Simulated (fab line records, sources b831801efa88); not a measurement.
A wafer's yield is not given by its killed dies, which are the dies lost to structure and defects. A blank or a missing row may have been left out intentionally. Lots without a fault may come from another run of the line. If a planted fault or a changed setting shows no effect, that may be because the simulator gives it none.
2 desks, one fault	flow sky130	every desk sees just its own numbers, and what lay behind them comes last

## FROM THE METROLOGY DESK
Lot by lot, what the gauges showed, no matter which tool ran the lot: averages of those sampled wafers that carry a number. If a lot's mean is further than 4 standard deviations from the usual mean, the lot is out of limits and carries the mark OUT (the distance appears in the brackets).
Columns: A = POLY_GATE_OXIDATION_THK at SKY_POLY_GATE_THK_MEAS_21, usual 3.99 nm; B = LDD_N_OVL at SKY_LDD_N_OVL_MEAS_07, usual 1.7 nm; C = LDD_N_TW at SKY_LDD_N_TW_MEAS_17, usual 2612; D = LDD_P_TW at SKY_LDD_P_TW_MEAS_11, usual 638
lot	first seen here	A	B	C	D
L591	day 17 11:38	4.01	0.5	2612	641
L592	day 17 11:44	4.03	0.1	2608	631
L595	day 19 12:58	3.90	2.5	2926 (+20) OUT	644
L598	day 20 04:05	3.96	1.9	2931 (+20) OUT	637
L605	day 22 18:10	3.97	3.6	2618	639
L604	day 22 19:22	3.83	1.4	2612	645
L606	day 23 00:16	3.93	1.2	2658	638
L607	day 23 12:48	4.07	0.3	2616	632
L609	day 23 19:08	4.08	2.4	2617	639
L610	day 24 08:54	3.93	1.5	2608	648
L612	day 24 18:57	3.94	1.2	2599	639
This desk finds L595, L598 out of limits, with the earliest case on L595 at day 20 19:31 (LDD_N_TW at SKY_LDD_N_TW_MEAS_17). Within limits: L591, L592, L605, L604, L606, L607, L609, L610, L612.

## THE TOOL OWNER'S DESK: implanter-01
The tool's own readings at SKY_LDD_N_IMPLANT_10: means of the sampled wafers that have a number, for each lot that ran on this tool. If a lot's mean is further than 4 standard deviations from the usual mean, the lot is out of limits and carries the mark OUT (the distance appears in the brackets).
Columns: A = beam on s at SKY_LDD_N_IMPLANT_10, usual 10.00 s; B = dose ions cm2 at SKY_LDD_N_IMPLANT_10, usual 7.498e+13; C = faraday current uA at SKY_LDD_N_IMPLANT_10, usual 423
lot	first seen here	A	B	C
L592	day 18 19:14	9.97	7.495e+13	424
L595	day 20 18:33	44.34 (+99 or more) OUT	4.200e+14 (+99 or more) OUT	534 (+14) OUT
L598	day 21 10:21	44.78 (+99 or more) OUT	4.201e+14 (+99 or more) OUT	528 (+13) OUT
L604	day 24 01:11	9.91	7.487e+13	427
L606	day 24 06:19	10.19	7.490e+13	415
L607	day 24 19:23	10.15	7.503e+13	417
L609	day 25 01:20	10.02	7.503e+13	421
L612	day 26 00:10	10.04	7.500e+13	423
This desk finds L595, L598 out of limits, L595 being first, at day 20 18:33 (beam on s at SKY_LDD_N_IMPLANT_10). Within limits: L592, L604, L606, L607, L609, L612.

## TAKEN TOGETHER
An alarm could have come from the tool owner's desk at day 20 18:33, on L595, L598.
At day 20 19:31 the metrology desk could have sounded an alarm, on L595, L598.
SKY_LDD_N_IMPLANT_10 was run on implanter-01 by each of the lots named.

## WHAT THE SIMULATOR HAD PUT IN
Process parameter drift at SKY_LDD_N_IMPLANT_10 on implanter-01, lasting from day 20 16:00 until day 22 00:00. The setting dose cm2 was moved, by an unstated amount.
Lots struck among those shown: L595, L598.
Counting hours from when the fault started, the first reading out of limits came at 3 for the tool owner's desk and at 4 for the metrology desk.
